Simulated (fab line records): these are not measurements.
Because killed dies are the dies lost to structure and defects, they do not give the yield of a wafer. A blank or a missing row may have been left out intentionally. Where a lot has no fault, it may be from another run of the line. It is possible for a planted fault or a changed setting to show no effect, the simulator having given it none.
The same fault as seen by 2 desks    flow sky130    only its own numbers are on each desk; what lay behind them is given at the end

## AT THE TOOL OWNER'S DESK: implanter-04
SKY_NWELL_IMPLANT_13, tool's own readings: per-lot mean of the sampled wafers with a number, covering each lot this tool ran. A lot is out of limits, marked OUT, if its mean lies more than 4 standard deviations from the usual mean; the brackets give that distance.
Columns: A = doseIonsCm2 at SKY_NWELL_IMPLANT_13, usual 7e+11; B = faradayCurrentUA at SKY_NWELL_IMPLANT_13, usual 3.95
lot   first seen here  A                        B
L812  day 4 17:07      7e+11                    4.02
L814  day 5 02:45      7e+11                    3.93
L817  day 6 03:44      5e+11 (-99 or more) OUT  2.80 (-14) OUT
L818  day 6 13:40      5e+11 (-99 or more) OUT  2.80 (-14) OUT
L833  day 9 18:59      7e+11                    3.93
L834  day 9 23:17      7e+11                    3.98
This desk's finding: out of limits on L817, L818; first on L817, day 6 03:44 (doseIonsCm2 at SKY_NWELL_IMPLANT_13). L812, L814, L833, L834: within limits.

## FROM THE METROLOGY DESK
Means of the sampled wafers that have a number, per lot and without regard to the tool the lot ran on: this is what the gauges read. A lot is out of limits, marked OUT, if its mean lies more than 4 standard deviations from the usual mean; the brackets give that distance.
Columns: A = DNWELL_TW at SKY_DNWELL_TW_MEAS_09, usual 1112; B = NWELL_RS at SKY_NWELL_RS_MEAS_29, usual 627.4 ohm/sq
lot   first seen here  A     B
L812  day 3 08:56      1133  628.2
L814  day 3 17:52      1104  625.4
L816  day 4 17:02      1131  626.5
L817  day 4 17:05      1103  636.2 (+4.6) OUT
L818  day 5 01:25      1096  633.0
L823  day 5 18:02      1103  628.1
L826  day 6 15:05      1123  627.7
L828  day 7 01:10      1103  625.7
L832  day 7 17:26      1131  627.4
L833  day 7 23:59      1099  629.8
L834  day 8 04:29      1094  625.7
L835  day 8 08:57      1122  629.4
This desk's finding: out of limits on L817; first on L817, day 6 23:15 (NWELL_RS at SKY_NWELL_RS_MEAS_29). L812, L814, L816, L818, L823, L826, L828, L832, L833, L834, L835: within limits.

## TAKEN TOGETHER
At day 6 03:44, on L817, L818, the tool owner's desk was in a position to raise an alarm.
Metrology desk: alarm possible at day 6 23:15 on L817.
The metrology desk has L818 on record, within its limits.
Of the lots named, all ran SKY_NWELL_IMPLANT_13 on implanter-04.

## WHAT THE SIMULATOR HAD INSERTED
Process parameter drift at SKY_NWELL_IMPLANT_13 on implanter-04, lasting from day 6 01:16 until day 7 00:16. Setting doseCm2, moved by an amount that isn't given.
Lots struck among those shown: L817, L818.
Counting hours from when the fault started, the first reading out of limits came at 2 for the tool owner's desk and at 22 for the metrology desk.
